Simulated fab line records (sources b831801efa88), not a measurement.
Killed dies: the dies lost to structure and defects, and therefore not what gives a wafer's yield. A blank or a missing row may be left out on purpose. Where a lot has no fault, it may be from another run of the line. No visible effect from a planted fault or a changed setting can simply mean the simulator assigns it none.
fab line records    flow gf180mcu
record lots=24  wafers=72  last-day=34
route steps=602 shown V2@398 M3@423 V3@433 V4@480 MIM@514
lots with no fault: from the same line, run without faults
start-h: the number of hours between the record's first day and the start of the first shown wafer of the lot    wait-h: time in hours since the lot's previous step    " identical to the entry in the row above    L1.1+2: several wafers, shown together as one row    - value missing, or start not given    * or withheld: withheld    < > ~ a bound
route shown NAME@n: a module of which the file shows steps, and the number in the route of the first    usual: the fault-free wafers' mean and standard deviation    same: alike in all rows    chamber/n: place in a boat    sites: the reading at each site    _std_site: standard deviation across them    _edge_site: the outer-site mean with the inner-site mean subtracted    radius-mm: how far each site lies from the wafer's centre    mask NAME#n: copy n    behind: the tool/chamber that last shaped the wafer    hold: cause of the lot's hold/its duration in hours/its outcome    device: names the non-switching transistor (n, p or np)    end of line: the tests these same wafers got at the end of their route    for a step that has no rows: nothing shown but its recipe    killed: not the wafer's yield, but the dies lost to structure and defects at the first sort    map: dies across one wafer; x = killed, . = not, _ = none there
set.NAME: setting as actually run; set.NAME@STEP: the setting as run at that earlier step    model.NAME: the simulator's own value behind a step, which no gauge read
one table for each step of the route and one row for each wafer, over a sample of lots
services: when a tool's chamber went out of use (start-h, in hours from the record's first day, below 0 if earlier), for how many hours, and the reason
## steps
# step GF_V2_ETCH_16
# recipe chemistry=N2/H2  target-depth-a=withheld  overetch-a=withheld  time-s=withheld  target=BARC  ion-energy-ev=200  source-w=500  bias-w=100  pressure-mtorr=30  n2-flow-sccm=100  h2-flow-sccm=200
# usual drypump-motor-current-A=5.9/0.38  n2-flow-sccm=100.0/0.31  oes-product-au=0.854/0.0044  throttle-valve-pct=13.225/0.0089
lot.wafer  tool         chamber  start-h  wait-h  drypump-motor-current-A  n2-flow-sccm  oes-product-au  throttle-valve-pct
L074.1     rie-diel-04  0        456.91   0.0     5.7                      100.4         0.853           13.211
L074.3     "            3        "        "       6.2                      100.6         0.854           13.221
L074.4     "            2        "        "       5.8                      99.9          0.860           13.236
L075.4     rie-diel-03  3        465.31   0.0     5.3                      99.8          0.859           13.233
L075.5     "            0        "        "       5.8                      100.0         0.855           13.232
L075.6     "            1        "        "       6.3                      100.5         0.864           13.216
L076.1     rie-diel-03  3        476.86   0.0     5.3                      99.9          0.857           13.247
L076.3     "            0        "        "       5.8                      99.5          0.853           13.227
L076.6     "            0        "        "       5.8                      100.0         0.856           13.224
L077.1     rie-diel-02  3        487.12   0.0     5.9                      99.4          0.853           13.223
L077.2     "            2        "        "       5.8                      100.2         0.853           13.234
L077.4     "            0        "        "       5.2                      99.6          0.845           13.226
L078.1     rie-diel-02  3        494.01   0.0     5.9                      100.4         0.850           13.232
L078.3     "            2        "        "       5.9                      100.1         0.849           13.224
L078.4     "            0        "        "       5.2                      99.9          0.853           13.224
L079.2     rie-diel-02  3        510.01   0.0     5.9                      99.7          0.851           13.222
L079.4     "            2        "        "       5.9                      100.1         0.846           13.219
L079.6     "            0        "        "       5.2                      100.4         0.853           13.223
L080.1     rie-diel-04  2        521.01   0.0     5.8                      99.9          0.857           13.232
L080.2     "            3        "        "       6.2                      99.9          0.856           13.226
L080.5     "            1        "        "       6.4                      99.8          0.859           13.219
L081.2     rie-diel-04  3        526.28   0.0     6.2                      100.3         0.854           13.213
L081.3     "            1        "        "       6.4                      100.0         0.854           13.240
L081.4     "            3        "        "       6.2                      100.0         0.854           13.220
L082.1     rie-diel-03  2        538.91   0.0     6.2                      99.8          0.849           13.228
L082.3     "            0        "        "       5.8                      100.1         0.865           13.217
L082.5     "            3        "        "       5.3                      99.7          0.856           13.221
L083.1     rie-diel-02  3        543.66   0.0     5.9                      100.3         0.857           13.228
L083.2     "            0        "        "       5.2                      100.1         0.857           13.208
L083.6     "            0        "        "       5.2                      100.2         0.860           13.223
L084.1     rie-diel-02  3        556.41   0.0     5.9                      99.9          0.852           13.217
L084.4     "            2        "        "       5.8                      99.9          0.857           13.226
L084.5     "            0        "        "       5.2                      100.0         0.861           13.212
L085.2     rie-diel-04  2        561.31   0.0     5.8                      100.6         0.853           13.232
L085.5     "            2        "        "       5.9                      100.2         0.857           13.222
L085.6     "            0        "        "       5.7                      100.1         0.858           13.231
L086.1     rie-diel-04  1        567.50   0.0     6.4                      99.6          0.851           13.223
L086.2     "            0        "        "       5.7                      99.5          0.850           13.231
L086.4     "            2        "        "       5.8                      99.8          0.852           13.232
L087.1     rie-diel-02  0        576.66   0.0     5.2                      99.6          0.854           13.231
L087.4     "            3        "        "       5.9                      100.0         0.860           13.232
L087.5     "            0        "        "       5.2                      99.6          0.856           13.223
L088.1     rie-diel-04  1        583.41   0.0     6.4                      100.3         0.859           13.220
L088.3     "            2        "        "       5.8                      100.0         0.854           13.208
L088.5     "            2        "        "       5.8                      100.0         0.847           13.216
L089.3     rie-diel-03  2        586.26   0.0     6.2                      100.0         0.857           13.221
L089.5     "            3        "        "       5.3                      99.7          0.856           13.211
L089.6     "            2        "        "       6.1                      98.9          0.854           13.212
L090.1     rie-diel-03  1        598.76   0.0     6.3                      100.0         0.857           13.233
L090.5     "            1        "        "       6.3                      100.1         0.856           13.216
L090.6     "            0        "        "       5.8                      100.0         0.864           13.213
L091.1     rie-diel-02  1        611.36   0.0     6.3                      100.0         0.849           13.227
L091.3     "            0        "        "       5.2                      100.3         0.858           13.222
L091.5     "            1        "        "       6.3                      100.5         0.851           13.206
L093.4     rie-diel-04  3        623.01   0.0     6.2                      99.8          0.850           13.219
L093.5     "            1        "        "       6.4                      100.0         0.849           13.245
L093.6     "            0        "        "       5.7                      100.5         0.855           13.218
L092.3     rie-diel-02  1        623.96   0.0     6.3                      100.3         0.856           13.223
L092.4     "            2        "        "       5.8                      100.5         0.855           13.226
L092.5     "            2        "        "       5.9                      100.5         0.848           13.215
L094.1     rie-diel-03  3        628.51   0.0     5.3                      99.8          0.856           13.227
L094.4     "            0        "        "       5.8                      99.9          0.853           13.225
L094.6     "            1        "        "       6.3                      100.0         0.853           13.212
L095.1     rie-diel-04  1        636.01   0.0     6.4                      100.3         0.845           13.228
L095.2     "            0        "        "       5.7                      100.1         0.858           13.214
L095.6     "            0        "        "       5.6                      99.9          0.854           13.218
L096.2     rie-diel-03  3        650.06   0.0     5.3                      100.4         0.846           13.237
L096.3     "            0        "        "       5.8                      99.9          0.861           13.218
L096.4     "            1        "        "       6.3                      100.3         0.850           13.219
L097.3     rie-diel-04  2        650.76   0.0     5.8                      99.8          0.855           13.216
L097.4     "            0        "        "       5.7                      99.6          0.858           13.240
L097.5     "            0        "        "       5.6                      99.9          0.855           13.228
# step GF_M3_CD_MEAS_14
# recipe target-cd-nm=280
# usual cd-nm=280.0/1
lot.wafer  tool       chamber  start-h  wait-h  cd-nm
L074.1     cd-sem-02  -        482.92   0.1     279.6
L074.3     "          -        "        "       279.3
L074.4     "          -        "        "       279.3
L075.4     cd-sem-02  -        491.17   0.1     280.9
L075.5     "          -        "        "       279.6
L075.6     "          -        "        "       280.9
L076.1     cd-sem-01  -        502.41   0.1     279.9
L076.3     "          -        "        "       280.9
L076.6     "          -        "        "       280.4
L077.1     cd-sem-02  -        512.26   0.1     281.3
L077.2     "          -        "        "       283.2
L077.4     "          -        "        "       281.9
L078.1     cd-sem-01  -        518.77   0.1     279.5
L078.3     "          -        "        "       279.0
L078.4     "          -        "        "       279.0
L079.2     cd-sem-01  -        534.68   0.1     280.0
L079.4     "          -        "        "       280.2
L079.6     "          -        "        "       278.6
L080.1     cd-sem-01  -        545.32   0.1     279.2
L080.2     "          -        "        "       279.7
L080.5     "          -        "        "       279.6
L081.2     cd-sem-02  -        550.43   0.1     281.1
L081.3     "          -        "        "       280.1
L081.4     "          -        "        "       279.7
L082.1     cd-sem-01  -        562.61   0.1     279.4
L082.3     "          -        "        "       280.3
L082.5     "          -        "        "       280.8
L083.1     cd-sem-02  -        567.22   0.1     278.7
L083.2     "          -        "        "       279.9
L083.6     "          -        "        "       278.6
L084.1     cd-sem-01  -        579.91   0.1     280.2
L084.4     "          -        "        "       280.0
L084.5     "          -        "        "       280.8
L085.2     cd-sem-02  -        584.53   0.1     280.1
L085.5     "          -        "        "       280.7
L085.6     "          -        "        "       280.1
L086.1     cd-sem-02  -        590.06   0.1     278.8
L086.2     "          -        "        "       280.0
L086.4     "          -        "        "       279.1
L087.1     cd-sem-02  -        599.06   0.1     281.7
L087.4     "          -        "        "       280.7
L087.5     "          -        "        "       281.8
L088.1     cd-sem-02  -        606.26   0.1     279.9
L088.3     "          -        "        "       279.2
L088.5     "          -        "        "       279.5
L089.3     cd-sem-02  -        608.66   0.1     278.9
L089.5     "          -        "        "       278.8
L089.6     "          -        "        "       279.5
L090.1     cd-sem-02  -        620.61   0.1     278.9
L090.5     "          -        "        "       278.0
L090.6     "          -        "        "       277.4
L091.1     cd-sem-01  -        632.11   0.1     280.9
L091.3     "          -        "        "       280.9
L091.5     "          -        "        "       278.9
L093.4     cd-sem-01  -        647.42   0.1     279.9
L093.5     "          -        "        "       279.3
L093.6     "          -        "        "       279.1
L092.3     cd-sem-02  -        648.35   0.1     280.9
L092.4     "          -        "        "       281.5
L092.5     "          -        "        "       280.5
L094.1     cd-sem-01  -        650.06   0.1     278.0
L094.4     "          -        "        "       279.4
L094.6     "          -        "        "       279.0
L095.1     cd-sem-02  -        657.71   0.1     279.9
L095.2     "          -        "        "       279.7
L095.6     "          -        "        "       281.1
L096.2     cd-sem-01  -        671.24   0.1     280.5
L096.3     "          -        "        "       279.8
L096.4     "          -        "        "       280.4
L097.3     cd-sem-01  -        672.30   0.1     280.4
L097.4     "          -        "        "       279.8
L097.5     "          -        "        "       281.0
# step GF_V3_CMP_04
# recipe material=SiO2  down-force-psi=4  platen-rpm=60  pad-velocity-m-s=0.94248
# usual head-pressure-psi=3.999/0.0083  motor-current-A=13.1/0.74  time-to-endpoint-s=79/4.6
lot.wafer  tool    chamber  start-h  wait-h  head-pressure-psi  motor-current-A  time-to-endpoint-s
L074.4     cmp-01  2        483.99   0.0     3.985              12.4             93
L074.1     "       0        "        "       3.990              13.9             79
L074.3     "       1        "        "       3.993              13.2             82
L075.4     cmp-01  0        492.28   0.1     3.992              13.9             89
L075.5     "       2        "        "       4.000              12.2             86
L075.6     "       3        "        "       3.999              13.0             84
L076.3     cmp-02  1        503.52   0.0     3.992              13.3             80
L076.1     "       0        "        "       3.999              13.4             78
L076.6     "       2        "        "       3.996              13.1             82
L077.2     cmp-01  0        513.37   0.1     3.999              13.6             81
L077.4     "       1        "        "       3.994              12.5             87
L077.1     "       2        "        "       3.996              11.8             82
L078.1     cmp-02  3        519.88   0.1     3.979              13.5             75
L078.4     "       0        "        "       3.994              13.7             82
L078.3     "       1        "        "       4.001              13.5             78
L079.2     cmp-02  0        535.79   0.0     4.006              14.3             74
L079.4     "       1        "        "       4.001              13.3             79
L079.6     "       1        "        "       3.988              12.6             81
L080.2     cmp-02  3        546.39   0.0     4.003              13.6             74
L080.1     "       2        "        "       4.019              12.6             76
L080.5     "       3        "        "       4.002              13.6             82
L081.2     cmp-02  1        551.47   0.0     4.007              13.2             66
L081.3     "       3        "        "       4.005              14.6             68
L081.4     "       0        "        "       4.003              13.1             76
L082.1     cmp-02  2        563.77   0.1     3.988              13.0             74
L082.3     "       3        "        "       3.994              14.8             72
L082.5     "       1        "        "       4.016              12.7             80
L083.2     cmp-02  2        568.29   0.0     3.991              12.9             77
L083.1     "       3        "        "       3.999              14.3             73
L083.6     "       2        "        "       3.998              12.7             76
L084.4     cmp-02  3        581.11   0.1     4.006              12.9             78
L084.1     "       0        "        "       4.002              12.6             72
L084.5     "       1        "        "       4.008              14.2             74
L085.2     cmp-01  1        585.62   0.1     3.997              13.0             80
L085.5     "       0        "        "       4.003              13.9             83
L085.6     "       1        "        "       4.002              13.0             80
L086.4     cmp-01  1        591.12   0.0     4.004              12.8             79
L086.1     "       2        "        "       4.008              11.9             77
L086.2     "       0        "        "       3.988              13.5             77
L087.4     cmp-01  3        600.23   0.1     3.999              13.0             78
L087.1     "       0        "        "       4.008              14.1             74
L087.5     "       2        "        "       4.015              12.6             82
L088.1     cmp-01  1        607.39   0.1     4.006              12.7             77
L088.3     "       2        "        "       4.010              12.5             74
L088.5     "       1        "        "       3.984              13.1             78
L089.3     cmp-01  3        609.72   0.0     3.992              13.0             73
L089.5     "       3        "        "       3.998              12.4             84
L089.6     "       0        "        "       3.989              14.3             85
L090.1     cmp-02  2        626.47   4.8     3.999              13.4             72
L090.5     "       3        "        "       4.001              13.9             75
L090.6     "       0        "        "       4.007              13.7             80
L091.3     cmp-02  0        634.87   1.3     4.005              13.7             76
L091.1     "       2        "        "       3.997              12.9             79
L091.5     "       1        "        "       4.000              13.4             81
L093.4     cmp-01  1        648.66   0.2     3.996              12.8             86
L093.6     "       2        "        "       4.012              11.5             90
L093.5     "       3        "        "       4.000              12.8             81
L092.3     cmp-01  2        649.82   0.0     4.004              12.1             79
L092.4     "       0        "        "       3.993              14.1             83
L092.5     "       3        "        "       4.009              12.7             77
L094.1     cmp-01  1        651.17   0.1     3.991              12.0             75
L094.4     "       3        "        "       3.999              12.7             78
L094.6     "       0        "        "       4.001              14.4             79
L095.1     cmp-01  3        658.77   0.1     3.993              13.2             77
L095.2     "       1        "        "       4.003              12.4             82
L095.6     "       3        "        "       3.992              13.4             85
L096.2     cmp-01  2        672.40   0.0     4.006              11.6             78
L096.4     "       3        "        "       4.006              12.6             82
L096.3     "       1        "        "       4.006              12.1             76
L097.4     cmp-02  2        673.37   0.1     4.004              13.6             79
L097.3     "       3        "        "       3.992              14.0             73
L097.5     "       1        "        "       4.003              13.5             78
# step GF_V4_CMP_04
# recipe material=SiO2  down-force-psi=4  platen-rpm=60  pad-velocity-m-s=0.94248
# usual head-pressure-psi=4.001/0.0091  motor-current-A=13.2/0.77  time-to-endpoint-s=81/4.8
lot.wafer  tool    chamber  start-h  wait-h  head-pressure-psi  motor-current-A  time-to-endpoint-s
L074.3     cmp-02  2        533.99   0.0     4.004              12.5             76
L074.4     "       0        "        "       4.021              13.8             77
L074.1     "       1        "        "       4.006              12.9             64
L075.4     cmp-01  3        541.82   0.2     4.008              12.3             91
L075.5     "       0        "        "       3.988              13.8             94
L075.6     "       1        "        "       4.011              12.5             88
L076.3     cmp-01  2        552.86   0.1     3.985              11.9             88
L076.1     "       0        "        "       3.999              15.1             86
L076.6     "       2        "        "       4.006              12.3             82
L077.1     cmp-01  1        562.12   0.1     4.005              12.4             81
L077.4     "       2        "        "       3.994              11.7             94
L077.2     "       3        "        "       3.996              13.4             78
L078.1     cmp-02  3        567.02   0.1     4.002              14.4             77
L078.3     "       0        "        "       4.007              13.3             75
L078.4     "       2        "        "       4.004              12.6             81
L079.2     cmp-01  1        583.18   0.1     4.002              12.5             77
L079.4     "       2        "        "       3.986              11.9             86
L079.6     "       3        "        "       3.984              13.0             78
L080.2     cmp-01  0        592.73   0.0     4.014              13.2             74
L080.1     "       2        "        "       4.006              12.2             82
L080.5     "       0        "        "       4.015              14.2             85
L081.4     cmp-01  1        596.92   0.0     4.008              13.5             81
L081.2     "       3        "        "       4.006              12.6             76
L081.3     "       0        "        "       3.990              13.7             81
L082.3     cmp-01  2        609.01   0.1     4.000              12.5             79
L082.1     "       3        "        "       3.997              12.0             71
L082.5     "       2        "        "       4.006              11.3             87
L083.2     cmp-02  2        614.05   0.0     4.007              12.9             84
L083.1     "       0        "        "       4.001              13.7             84
L083.6     "       3        "        "       4.018              14.5             87
L084.1     cmp-02  0        628.49   2.8     3.996              14.1             77
L084.4     "       3        "        "       3.992              14.1             80
L084.5     "       0        "        "       3.999              13.8             82
L085.2     cmp-02  0        631.61   1.4     4.009              13.8             75
L085.5     "       1        "        "       4.021              13.1             79
L085.6     "       2        "        "       4.001              13.0             84
L086.2     cmp-02  0        635.22   1.0     3.983              13.9             80
L086.4     "       1        "        "       3.995              13.0             83
L086.1     "       2        "        "       4.000              13.4             78
L087.4     cmp-01  0        647.28   0.0     4.007              14.2             84
L087.1     "       2        "        "       3.993              11.9             86
L087.5     "       0        "        "       4.004              14.0             80
L088.1     cmp-02  3        652.25   0.1     3.993              14.0             77
L088.3     "       0        "        "       3.993              13.2             79
L088.5     "       2        "        "       4.011              13.3             86
L089.3     cmp-02  0        654.92   0.4     4.013              14.0             78
L089.5     "       3        "        "       3.984              13.8             83
L089.6     "       0        "        "       4.012              13.6             87
L090.1     cmp-02  2        668.14   0.1     4.001              13.4             79
L090.6     "       1        "        "       4.005              13.1             81
L090.5     "       2        "        "       4.005              12.9             85
L091.1     cmp-01  1        678.27   0.6     4.003              12.9             80
L091.3     "       3        "        "       4.004              13.4             78
L091.5     "       1        "        "       4.010              12.9             83
L093.4     cmp-02  2        690.19   0.0     3.986              13.7             74
L093.6     "       2        "        "       3.998              12.9             80
L093.5     "       3        "        "       3.990              13.3             79
L092.3     cmp-02  1        691.56   0.1     4.005              13.7             78
L092.4     "       2        "        "       3.997              12.6             82
L092.5     "       0        "        "       3.988              13.6             85
L094.4     cmp-01  2        691.97   0.0     4.009              11.9             83
L094.1     "       1        "        "       4.008              12.8             81
L094.6     "       2        "        "       3.994              12.0             88
L095.2     cmp-01  1        700.21   0.0     4.002              12.8             81
L095.1     "       3        "        "       3.997              12.8             80
L095.6     "       2        "        "       3.997              12.1             86
L096.4     cmp-02  2        712.30   0.1     3.991              12.8             80
L096.2     "       3        "        "       4.004              13.0             74
L096.3     "       1        "        "       4.007              12.2             71
L097.4     cmp-01  1        713.53   0.2     4.002              13.2             84
L097.3     "       3        "        "       3.985              12.0             77
L097.5     "       1        "        "       4.005              12.7             85
# step GF_V4_OVL_MEAS_15
# usual V4_OVL=-2/6.6
lot.wafer  tool        chamber  start-h  wait-h  V4_OVL[nm]
L074.1     overlay-01  -        556.83   0.1     -16
L074.3     "           -        "        "       -10
L074.4     "           -        "        "       -11
L075.4     overlay-02  -        564.34   0.1     -12
L075.5     "           -        "        "       -14
L075.6     "           -        "        "       -10
L076.1     overlay-02  -        575.03   0.1     1
L076.3     "           -        "        "       3
L076.6     "           -        "        "       0
L077.1     overlay-02  -        584.28   0.1     2
L077.2     "           -        "        "       -1
L077.4     "           -        "        "       1
L078.1     overlay-02  -        589.03   0.1     7
L078.3     "           -        "        "       2
L078.4     "           -        "        "       10
L079.2     overlay-02  -        604.85   0.1     4
L079.4     "           -        "        "       2
L079.6     "           -        "        "       3
L080.1     overlay-01  -        614.23   0.1     -6
L080.2     "           -        "        "       -5
L080.5     "           -        "        "       -5
L081.2     overlay-01  -        618.23   0.1     1
L081.3     "           -        "        "       4
L081.4     "           -        "        "       -6
L082.1     overlay-02  -        629.68   0.1     -3
L082.3     "           -        "        "       0
L082.5     "           -        "        "       2
L083.1     overlay-01  -        633.37   0.1     6
L083.2     "           -        "        "       4
L083.6     "           -        "        "       2
L084.1     overlay-01  -        648.78   0.1     11
L084.4     "           -        "        "       2
L084.5     "           -        "        "       4
L085.2     overlay-01  -        651.33   0.1     -10
L085.5     "           -        "        "       -10
L085.6     "           -        "        "       -12
L086.1     overlay-01  -        655.47   0.1     -4
L086.2     "           -        "        "       0
L086.4     "           -        "        "       0
L087.1     overlay-01  -        666.73   0.1     -8
L087.4     "           -        "        "       -7
L087.5     "           -        "        "       -9
L088.1     overlay-02  -        672.08   0.1     -6
L088.3     "           -        "        "       -4
L088.5     "           -        "        "       -3
L089.3     overlay-01  -        674.64   0.1     0
L089.5     "           -        "        "       -2
L089.6     "           -        "        "       -2
L090.1     overlay-02  -        687.52   0.1     -8
L090.5     "           -        "        "       0
L090.6     "           -        "        "       -6
L091.1     overlay-01  -        697.47   0.1     -4
L091.3     "           -        "        "       -9
L091.5     "           -        "        "       -11
L093.4     overlay-01  -        708.65   0.1     -11
L093.5     "           -        "        "       4
L093.6     "           -        "        "       0
L092.3     overlay-02  -        710.29   0.1     -8
L092.4     "           -        "        "       -10
L092.5     "           -        "        "       -12
L094.1     overlay-02  -        711.27   0.1     5
L094.4     "           -        "        "       4
L094.6     "           -        "        "       6
L095.1     overlay-02  -        718.52   0.1     10
L095.2     "           -        "        "       -2
L095.6     "           -        "        "       -3
L096.2     overlay-02  -        730.88   0.1     3
L096.3     "           -        "        "       0
L096.4     "           -        "        "       3
L097.3     overlay-01  -        732.14   0.1     6
L097.4     "           -        "        "       3
L097.5     "           -        "        "       14
# step GF_MIM_THK_MEAS_11
# recipe thk-meas-gauge=xrf  reads=AlCu_of_MIM_SPUTTER_08
# usual MIM_ALCU_THK=198.5/2.1
lot.wafer  tool           chamber  start-h  wait-h  MIM_ALCU_THK[nm]
L074.1     film-metro-02  -        558.75   0.1     195.8
L074.3     "              -        "        "       196.3
L074.4     "              -        "        "       196.0
L075.4     film-metro-03  -        566.28   0.1     203.1
L075.5     "              -        "        "       201.6
L075.6     "              -        "        "       202.4
L076.1     film-metro-01  -        576.96   0.1     198.4
L076.3     "              -        "        "       195.0
L076.6     "              -        "        "       198.9
L077.1     film-metro-03  -        586.24   0.1     198.3
L077.2     "              -        "        "       194.4
L077.4     "              -        "        "       198.3
L078.1     film-metro-03  -        590.95   0.1     197.5
L078.3     "              -        "        "       197.0
L078.4     "              -        "        "       196.9
L079.2     film-metro-01  -        606.90   0.1     200.2
L079.4     "              -        "        "       198.7
L079.6     "              -        "        "       200.6
L080.1     film-metro-02  -        616.15   0.1     199.5
L080.2     "              -        "        "       200.5
L080.5     "              -        "        "       198.0
L081.2     film-metro-02  -        625.67   0.1     198.6
L081.3     "              -        "        "       196.8
L081.4     "              -        "        "       196.2
L082.1     film-metro-02  -        633.60   0.1     198.4
L082.3     "              -        "        "       198.3
L082.5     "              -        "        "       201.6
L083.1     film-metro-03  -        636.30   0.1     198.9
L083.2     "              -        "        "       199.1
L083.6     "              -        "        "       198.9
L084.1     film-metro-02  -        650.96   0.1     198.9
L084.4     "              -        "        "       201.4
L084.5     "              -        "        "       197.9
L085.2     film-metro-01  -        653.29   0.1     198.0
L085.5     "              -        "        "       196.1
L085.6     "              -        "        "       195.2
L086.1     film-metro-01  -        657.97   0.1     201.1
L086.2     "              -        "        "       201.9
L086.4     "              -        "        "       199.9
L087.1     film-metro-02  -        668.72   0.1     202.3
L087.4     "              -        "        "       202.2
L087.5     "              -        "        "       203.3
L088.1     film-metro-02  -        674.00   0.1     198.5
L088.3     "              -        "        "       198.2
L088.5     "              -        "        "       197.4
L089.3     film-metro-01  -        676.57   0.1     194.6
L089.5     "              -        "        "       201.3
L089.6     "              -        "        "       196.8
L090.1     film-metro-02  -        689.48   0.1     200.7
L090.5     "              -        "        "       200.9
L090.6     "              -        "        "       199.8
L091.1     film-metro-02  -        699.46   0.1     197.3
L091.3     "              -        "        "       200.7
L091.5     "              -        "        "       197.9
L093.4     film-metro-03  -        710.61   0.1     199.7
L093.5     "              -        "        "       199.0
L093.6     "              -        "        "       198.4
L092.3     film-metro-03  -        712.26   0.1     194.5
L092.4     "              -        "        "       196.1
L092.5     "              -        "        "       196.5
L094.1     film-metro-02  -        713.35   0.1     198.1
L094.4     "              -        "        "       198.6
L094.6     "              -        "        "       198.0
L095.1     film-metro-03  -        720.70   0.1     200.4
L095.2     "              -        "        "       201.3
L095.6     "              -        "        "       201.6
L096.2     film-metro-03  -        732.81   0.1     196.8
L096.3     "              -        "        "       196.1
L096.4     "              -        "        "       196.6
L097.3     film-metro-02  -        734.09   0.1     198.7
L097.4     "              -        "        "       198.2
L097.5     "              -        "        "       196.2
## services
tool         chamber  start-h  hours  kind
rie-diel-02  -        452.75   0.2    repair
rie-diel-04  0        495.32   41.5   repair
rie-diel-04  1        498.53   4.6    repair
cmp-01       -        527.73   6.5    pm
rie-diel-04  2        536.80   -      clean
rie-diel-04  2        536.80   21.3   scheduled-down
rie-diel-04  2        536.80   21.3   vent-cycle
rie-diel-04  3        558.11   -      clean
rie-diel-04  3        558.11   19.4   scheduled-down
cmp-01       -        572.00   4.0    pm
cmp-01       -        576.00   -      consumable-replace:conditioner
cmp-01       -        576.00   -      consumable-replace:pad
cmp-02       -        593.05   4.1    repair
rie-diel-03  3        599.30   4.8    repair
rie-diel-02  2        600.72   16.9   repair
rie-diel-04  -        604.02   14.6   pm
cmp-02       -        618.42   6.4    repair
cmp-01       -        618.97   20.4   repair
cmp-02       -        648.27   1.9    repair
cmp-01       -        654.07   3.7    pm
rie-diel-03  3        679.75   1.6    repair
rie-diel-04  3        691.63   4.1    repair
cmp-02       -        708.17   0.9    repair
rie-diel-02  0        710.07   2.0    repair
## key
fault none
